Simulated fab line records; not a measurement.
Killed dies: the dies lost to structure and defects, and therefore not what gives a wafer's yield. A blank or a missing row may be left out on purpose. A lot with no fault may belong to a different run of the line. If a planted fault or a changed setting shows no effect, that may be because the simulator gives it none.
Chamber matching    flow sky130    4 sister chambers for SKY_SPACER_ETCHBACK_02 on rieDiel-02
The step etches Si3N4 in CH3F/O2, stops on SiO2, time 46.7 s, target depth 45 nm. 16 wafers are shown with their chamber, then 8 later ones without.

WAFERS PAIRED WITH THEIR CHAMBERS
wafer   chamber  rfFwdPowerW (W)  oesProductAu (a.u.)  throttleValvePct (%)
L077.1  0        392.9            0.850                10.558
L077.2  2        397.5            0.857                10.547
L077.5  1        397.6            0.861                10.574
L078.1  1        397.0            0.852                10.557
L078.4  3        394.7            0.858                10.563
L078.6  1        396.5            0.856                10.559
L082.1  3        394.7            0.861                10.559
L082.2  0        393.9            0.852                10.566
L082.4  1        398.5            0.861                10.577
L084.1  3        394.1            0.852                10.569
L084.3  2        398.3            0.858                10.554
L084.4  0        392.2            0.848                10.555
L087.4  2        397.4            0.859                10.581
L087.5  3        396.1            0.843                10.573
L087.6  0        392.1            0.852                10.551
L088.1  0        391.3            0.852                10.559

SIGNATURES, as means of the wafers listed above
reading           chamber 0  chamber 1  chamber 2  chamber 3  scatter within a chamber
rfFwdPowerW       392.480    397.400    397.733    394.900    0.85
oesProductAu      0.85080    0.85750    0.85800    0.85350    0.00466
throttleValvePct  10.55780   10.56675   10.56067   10.56600   0.00998
Rule: a wafer lies at a distance from a chamber equal to the root of the sum of squares, over the readings, of (its reading less the chamber's mean, divided by the reading's scatter). The wafer belongs to the nearest chamber; if the next one is less than 2 further off, it can't be placed. The scatter: the root of (the sum of the squares of (reading less its chamber's mean) over the shown wafers, divided by (wafers less chambers)).

WAFERS MISSING THEIR CHAMBER
wafer   rfFwdPowerW (W)  oesProductAu (a.u.)  throttleValvePct (%)
L088.5  396.8            0.854                10.558
L088.6  393.3            0.855                10.573
L092.3  395.4            0.869                10.567
L092.5  396.9            0.875                10.566
L092.6  393.8            0.863                10.580
L091.1  395.3            0.856                10.561
L091.2  395.0            0.853                10.563
L091.4  393.6            0.853                10.559

EACH ONE'S CHAMBER
wafer    from the rows above                 in truth
L088.5   can't be placed: 1 or 2 or 3        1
L088.6   can't be placed: 0 or 3             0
L092.3   can't be placed: 3 or 1 or 2 or 0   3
L092.5   can't be placed: 1 or 2 or 3        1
L092.6   can't be placed: 3 or 0 or 1        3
L091.1   can't be placed: 3 or 1             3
L091.2   3                                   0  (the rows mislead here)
L091.4   can't be placed: 0 or 3             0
0 of 8 placed correctly. These rows do not allow placing 7 (true chamber among the candidates in 7). Wrongly placed: 1.
